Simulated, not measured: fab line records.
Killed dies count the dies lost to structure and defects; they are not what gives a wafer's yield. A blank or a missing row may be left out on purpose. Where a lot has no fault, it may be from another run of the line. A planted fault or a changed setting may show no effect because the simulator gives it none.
Which tool was responsible? :: flow gf180mcu :: 13 lots with 39 wafers sampled at 5 steps, on a route of 602 steps

WHAT THE GAUGES READ, wafer by wafer
GF_V1_THK_MEAS_25: measures by xrf. Usual: V1_W_THK typically reads 338 nm, with standard deviation 6.2.
lot: L998
measured: day 18 04:01
on: filmMetro-03
V1_W_THK (nm): 346 333 334
flag: 

lot: L999
measured: day 18 16:44
on: filmMetro-01
V1_W_THK (nm): 335 342 337
flag: 

lot: L100
measured: day 19 03:11
on: filmMetro-03
V1_W_THK (nm): 338 339 333
flag: 

lot: L102
measured: day 20 04:23
on: filmMetro-01
V1_W_THK (nm): 342 339 342
flag: 

lot: L103
measured: day 20 10:26
on: filmMetro-01
V1_W_THK (nm): 339 342 331
flag: 

lot: L105
measured: day 21 03:03
on: filmMetro-01
V1_W_THK (nm): 330 338 331
flag: 

lot: L106
measured: day 21 16:55
on: filmMetro-02
V1_W_THK (nm): 339 335 339
flag: 

lot: L107
measured: day 21 22:31
on: filmMetro-03
V1_W_THK (nm): 337 339 336
flag: 

lot: L108
measured: day 22 06:54
on: filmMetro-03
V1_W_THK (nm): 347 340 347
flag: 

lot: L109
measured: day 22 15:48
on: filmMetro-03
V1_W_THK (nm): 345 347 348
flag: 

lot: L112
measured: day 23 14:42
on: filmMetro-03
V1_W_THK (nm): 339 343 343
flag: 

lot: L119
measured: day 25 20:56
on: filmMetro-02
V1_W_THK (nm): 338 333 341
flag: 

lot: L120
measured: day 26 03:52
on: filmMetro-01
V1_W_THK (nm): 327 331 332
flag: 

GF_V3_THK_MEAS_01. Usual: V3_CVD_00_THK typically reads 603 nm, with standard deviation 6.4.
lot: L998
measured: day 21 09:34
on: filmMetro-01
V3_CVD_00_THK (nm): 604 606 610
flag: 

lot: L999
measured: day 21 23:50
on: filmMetro-03
V3_CVD_00_THK (nm): 602 599 599
flag: 

lot: L100
measured: day 22 09:28
on: filmMetro-01
V3_CVD_00_THK (nm): 603 599 596
flag: 

lot: L102
measured: day 23 08:30
on: filmMetro-03
V3_CVD_00_THK (nm): 600 609 603
flag: 

lot: L103
measured: day 23 15:14
on: filmMetro-01
V3_CVD_00_THK (nm): 601 606 604
flag: 

lot: L105
measured: day 24 04:11
on: filmMetro-03
V3_CVD_00_THK (nm): 607 609 616
flag: 

lot: L106
measured: day 24 18:42
on: filmMetro-01
V3_CVD_00_THK (nm): 592 598 592
flag: 

lot: L107
measured: day 24 22:49
on: filmMetro-03
V3_CVD_00_THK (nm): 622 610 617
flag: 

lot: L108
measured: day 25 07:19
on: filmMetro-02
V3_CVD_00_THK (nm): 611 607 596
flag: 

lot: L109
measured: day 25 15:42
on: filmMetro-03
V3_CVD_00_THK (nm): 604 611 606
flag: 

lot: L112
measured: day 26 12:36
on: filmMetro-03
V3_CVD_00_THK (nm): 601 606 602
flag: 

lot: L119
measured: day 28 14:44
on: filmMetro-02
V3_CVD_00_THK (nm): 300 596 297
flag: OFF

lot: L120
measured: day 28 20:44
on: filmMetro-03
V3_CVD_00_THK (nm): 595 591 599
flag: 

EACH LOT AND THE TOOL THAT RAN IT (in order: tool; ch and the chambers of the sampled wafers; start)
lot: L998
GF_V1_CVD_23: cvdW-01 ch 0,1, day 18 03:46
GF_M3_SPUTTER_04: pvdSputter-01, day 20 08:41
GF_V3_CVD_00: hdpcvd-01 ch 0,2, day 21 09:28

lot: L999
GF_V1_CVD_23: cvdW-01 ch 0,1, day 18 16:30
GF_M3_SPUTTER_04: pvdSputter-03, day 20 22:41
GF_V3_CVD_00: hdpcvd-02 ch 0,1,2, day 21 23:44

lot: L100
GF_V1_CVD_23: cvdW-01 ch 0,1, day 19 02:56
GF_M3_SPUTTER_04: pvdSputter-01, day 21 08:40
GF_V3_CVD_00: hdpcvd-02 ch 0,2, day 22 09:22

lot: L102
GF_V1_CVD_23: cvdW-01 ch 1, day 20 04:09
GF_M3_SPUTTER_04: pvdSputter-01, day 22 08:23
GF_V3_CVD_00: hdpcvd-01 ch 0,1,2, day 23 08:25

lot: L103
GF_V1_CVD_23: cvdW-01 ch 0,1, day 20 10:12
GF_M3_SPUTTER_04: pvdSputter-02, day 22 14:44
GF_V3_CVD_00: hdpcvd-01 ch 0,2, day 23 15:10

lot: L105
GF_V1_CVD_23: cvdW-01 ch 0,1, day 21 02:49
GF_M3_SPUTTER_04: pvdSputter-02, day 23 05:05
GF_V3_CVD_00: hdpcvd-02 ch 0,1,2, day 24 04:07

lot: L106
GF_V1_CVD_23: cvdW-02 ch 1, day 21 16:40
GF_M3_SPUTTER_04: pvdSputter-03, day 23 19:55
GF_V3_CVD_00: hdpcvd-01 ch 0,1,2, day 24 18:37

lot: L107
GF_V1_CVD_23: cvdW-02 ch 0,1, day 21 22:17
GF_M3_SPUTTER_04: pvdSputter-02, day 23 23:25
GF_V3_CVD_00: hdpcvd-02 ch 0,2, day 24 22:45

lot: L108
GF_V1_CVD_23: cvdW-02 ch 0,1, day 22 06:40
GF_M3_SPUTTER_04: pvdSputter-01, day 24 08:14
GF_V3_CVD_00: hdpcvd-02 ch 0,1,2, day 25 07:15

lot: L109
GF_V1_CVD_23: cvdW-02 ch 0,1, day 22 15:34
GF_M3_SPUTTER_04: pvdSputter-02, day 24 16:50
GF_V3_CVD_00: hdpcvd-02 ch 0,1, day 25 15:35

lot: L112
GF_V1_CVD_23: cvdW-01 ch 0,1, day 23 14:28
GF_M3_SPUTTER_04: pvdSputter-03, day 25 14:49
GF_V3_CVD_00: hdpcvd-02 ch 0,1, day 26 12:30

lot: L119
GF_V1_CVD_23: cvdW-02 ch 0,1, day 25 20:43
GF_M3_SPUTTER_04: pvdSputter-03, day 27 17:41
GF_V3_CVD_00: hdpcvd-02 ch 0,1, day 28 14:39

lot: L120
GF_V1_CVD_23: cvdW-01 ch 0,1, day 26 03:38
GF_M3_SPUTTER_04: pvdSputter-01, day 28 00:39
GF_V3_CVD_00: hdpcvd-01 ch 0,1,2, day 28 20:40
- GF_V1_CVD_23: deposits W, target thk 350 nm, time 105.05 s.
- GF_M3_SPUTTER_04: material TiN, target thk 50 nm, time 41.7 s.
- GF_V3_CVD_00: deposits SiO2, target thk 600 nm, time 100 s.

WHAT THE TOOLS THEMSELVES READ (means of the sampled wafers that have a number; where no wafer has one, the mark that the record gives instead)
GF_V1_CVD_23. Usual: heaterPowerW reads 873 W (standard deviation 94).
lot: L998
tool: cvdW-01
heaterPowerW (W): 862
flag: 

lot: L999
tool: cvdW-01
heaterPowerW (W): 868
flag: 

lot: L100
tool: cvdW-01
heaterPowerW (W): 861
flag: 

lot: L102
tool: cvdW-01
heaterPowerW (W): 738
flag: 

lot: L103
tool: cvdW-01
heaterPowerW (W): 814
flag: 

lot: L105
tool: cvdW-01
heaterPowerW (W): 865
flag: 

lot: L106
tool: cvdW-02
heaterPowerW (W): 962
flag: 

lot: L107
tool: cvdW-02
heaterPowerW (W): 939
flag: 

lot: L108
tool: cvdW-02
heaterPowerW (W): 909
flag: 

lot: L109
tool: cvdW-02
heaterPowerW (W): 940
flag: 

lot: L112
tool: cvdW-01
heaterPowerW (W): 794
flag: 

lot: L119
tool: cvdW-02
heaterPowerW (W): 944
flag: 

lot: L120
tool: cvdW-01
heaterPowerW (W): 869
flag: 

GF_M3_SPUTTER_04. Usual: throttleValvePct reads 30.4 % (standard deviation 1.1).
lot: L998
tool: pvdSputter-01
throttleValvePct (%): 30.4
flag: 

lot: L999
tool: pvdSputter-03
throttleValvePct (%): 29.6
flag: 

lot: L100
tool: pvdSputter-01
throttleValvePct (%): 30.4
flag: 

lot: L102
tool: pvdSputter-01
throttleValvePct (%): 30.4
flag: 

lot: L103
tool: pvdSputter-02
throttleValvePct (%): 31.0
flag: 

lot: L105
tool: pvdSputter-02
throttleValvePct (%): 31.7
flag: 

lot: L106
tool: pvdSputter-03
throttleValvePct (%): 28.9
flag: 

lot: L107
tool: pvdSputter-02
throttleValvePct (%): 30.2
flag: 

lot: L108
tool: pvdSputter-01
throttleValvePct (%): 30.3
flag: 

lot: L109
tool: pvdSputter-02
throttleValvePct (%): 31.9
flag: 

lot: L112
tool: pvdSputter-03
throttleValvePct (%): 29.6
flag: 

lot: L119
tool: pvdSputter-03
throttleValvePct (%): 29.6
flag: 

lot: L120
tool: pvdSputter-01
throttleValvePct (%): 30.5
flag: 

GF_V3_CVD_00. Usual: sih4FlowSccm reads 60.00 sccm (standard deviation 0.17).
lot: L998
tool: hdpcvd-01
sih4FlowSccm (sccm): 59.98
flag: 

lot: L999
tool: hdpcvd-02
sih4FlowSccm (sccm): 60.04
flag: 

lot: L100
tool: hdpcvd-02
sih4FlowSccm (sccm): 60.11
flag: 

lot: L102
tool: hdpcvd-01
sih4FlowSccm (sccm): 60.09
flag: 

lot: L103
tool: hdpcvd-01
sih4FlowSccm (sccm): 59.92
flag: 

lot: L105
tool: hdpcvd-02
sih4FlowSccm (sccm): 60.04
flag: 

lot: L106
tool: hdpcvd-01
sih4FlowSccm (sccm): 59.91
flag: 

lot: L107
tool: hdpcvd-02
sih4FlowSccm (sccm): 59.96
flag: 

lot: L108
tool: hdpcvd-02
sih4FlowSccm (sccm): 60.12
flag: 

lot: L109
tool: hdpcvd-02
sih4FlowSccm (sccm): 60.06
flag: 

lot: L112
tool: hdpcvd-02
sih4FlowSccm (sccm): 59.83
flag: 

lot: L119
tool: hdpcvd-02
sih4FlowSccm (sccm): 39.90
flag: OFF

lot: L120
tool: hdpcvd-01
sih4FlowSccm (sccm): 59.92
flag: 

THE ANSWER, worked out from the rows above alone
Rule: take the mean of a lot's wafers that have a number; if it is more than 3 standard deviations from the usual mean, the lot is off. A lot without any number at a reading at which 4 lots or more have one is off too. The other lots that the step has rows for count as sound. Order of review: gauges by route order, followed by the tools' own readings, for which a lot's mean as printed above is used. The first step at which some lot is off is used, and at that step the reading that is off furthest; a lot without a number counts as furthest.
Off: L119, at GF_V3_THK_MEAS_01 (V3_CVD_00_THK).
If a tool, at a process step before that reading, ran all the lots that are off and no sound lot after the first of them, it fits. The gauges at GF_V3_THK_MEAS_01 aren't tried: what is off there is off at GF_V3_CVD_00 too, on other tools, and a gauge's error can't cause that. Can't be told from this: 3 tools fit, cvdW-02 at GF_V1_CVD_23, pvdSputter-03 at GF_M3_SPUTTER_04, hdpcvd-02 at GF_V3_CVD_00.

WHAT THE SIMULATOR HAD INSERTED
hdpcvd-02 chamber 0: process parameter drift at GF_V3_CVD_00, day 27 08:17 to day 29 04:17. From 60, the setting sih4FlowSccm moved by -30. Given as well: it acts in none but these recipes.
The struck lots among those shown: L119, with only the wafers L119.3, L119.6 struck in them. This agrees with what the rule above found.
